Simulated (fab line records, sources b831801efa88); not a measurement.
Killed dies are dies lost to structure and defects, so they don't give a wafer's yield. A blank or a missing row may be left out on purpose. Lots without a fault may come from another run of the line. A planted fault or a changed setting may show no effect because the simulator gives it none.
A struck lot beside a sound one | flow gf180mcu | 15 steps out of a route of 602
Sound: wafers L210.2, L210.4, L210.6. Struck: wafers L217.2, L217.5. The cause comes at the end.
At each step with rows: each side's tool, then ch and its chambers, then its first start. Under that, the readings that differ: sound wafers | struck wafers | difference of the means | sigmas: that difference in standard deviations of wafers without a fault.
alike: readings whose means differ by less than 2 such deviations, and words and numbers that are the same on both sides. not compared: withheld readings, readings that some wafer has no value for, bounds like >300 that may hide the same value, and numbers for which the record gives no deviation and whose values overlap.
The two part at a step that has a row with sigmas, a row that says differs or no value, or rows on one side only. Numbers that don't overlap but have no deviation are shown without sigmas and don't part them. A reading that every wafer of one side lacks parts them only if that side has two wafers or more.

GF_V3_ETCH_16: etches BARC in N2/H2.
  sound on rie_diel-03 ch 0,1, day 25 11:08; struck on rie_diel-03 ch 2, day 27 13:12
  reading                     | sound       | struck  | difference | sigmas
  drypump_motor_current_A (A) | 4.7 4.7 5.6 | 6.0 6.0 | +1.0       | +2
  alike: oes_product_au, throttle_valve_pct
GF_V3_ETCH_17: etches SiO2 in C4F8/O2/Ar, stops on TiN, target depth 635 nm.
  sound on rie_diel-03 ch 0,1; struck on rie_diel-03 ch 2
  alike: oes_product_au
then, 6 steps without rows for these wafers: GF_V3_STRIP_18 (strips in O2/N2); GF_V3_STRIP_19 (strips in post etch residue remover, time 1200 s); GF_V3_CLEAN_20 (cleans in DIW); GF_V3_SPUTTER_21 (material Ti, target thk 15 nm, time 80.02 s); GF_V3_SPUTTER_22 (material TiN, target thk 10 nm, time 40 s); GF_V3_CVD_23 (deposits W, target thk 350 nm, time 104.9 s).
GF_V3_RS_MEAS_24: measures by four-point-probe.
  sound on film_metro-02, day 25 12:02; struck on film_metro-04, day 27 14:08
  alike: V3_W_RS
GF_V3_THK_MEAS_25: measures by xrf.
  sound on film_metro-02, day 25 12:08; struck on film_metro-04, day 27 14:15
  alike: V3_W_THK
GF_V3_CMP_26: polishes, stops on SiO2, t overpolish 15 s, target thk 0 nm.
  sound on cmp-01 ch 1,3, day 25 12:11; struck on cmp-02 ch 1,2, day 27 14:21
  reading                 | sound             | struck      | difference | sigmas
  head_pressure_psi (psi) | 3.503 3.486 3.485 | 3.525 3.498 | +0.020     | +2
  alike: motor_current_A, overpolish_run_s, slurry_filter_dp_kPa, time_to_endpoint_s
GF_M4_SPUTTER_00: material Ti, target thk 37.5 nm, time 150 s.
  sound on pvd_sputter-04, day 25 12:29; struck on pvd_sputter-03, day 27 14:36
  alike: throttle_valve_pct
GF_M4_SPUTTER_01: material TiN, target thk 30 nm, time 25 s.
  sound on pvd_sputter-04, day 25 12:35; struck on pvd_sputter-03, day 27 14:42
  reading                                | sound            | struck      | difference | sigmas
  model.TiN_of_M4_SPUTTER_01.thk_nm (nm) | 29.9 29.75 29.83 | 24.78 24.62 | -5.13      |
  alike: throttle_valve_pct
GF_M4_SPUTTER_02: material AlCu, target thk 450 nm, time 23.9 s.
  sound on pvd_sputter-04, day 25 12:37; struck on pvd_sputter-03, day 27 14:44
  alike: throttle_valve_pct
GF_PASSIVATION_PROBE_99:
  the record has rows for the sound wafers here (prober-02, day 31 15:51) and none for the struck ones

WHERE THEY PART
First at GF_V3_ETCH_16; last, within this record, at GF_PASSIVATION_PROBE_99.

WHY: what the simulator had put in
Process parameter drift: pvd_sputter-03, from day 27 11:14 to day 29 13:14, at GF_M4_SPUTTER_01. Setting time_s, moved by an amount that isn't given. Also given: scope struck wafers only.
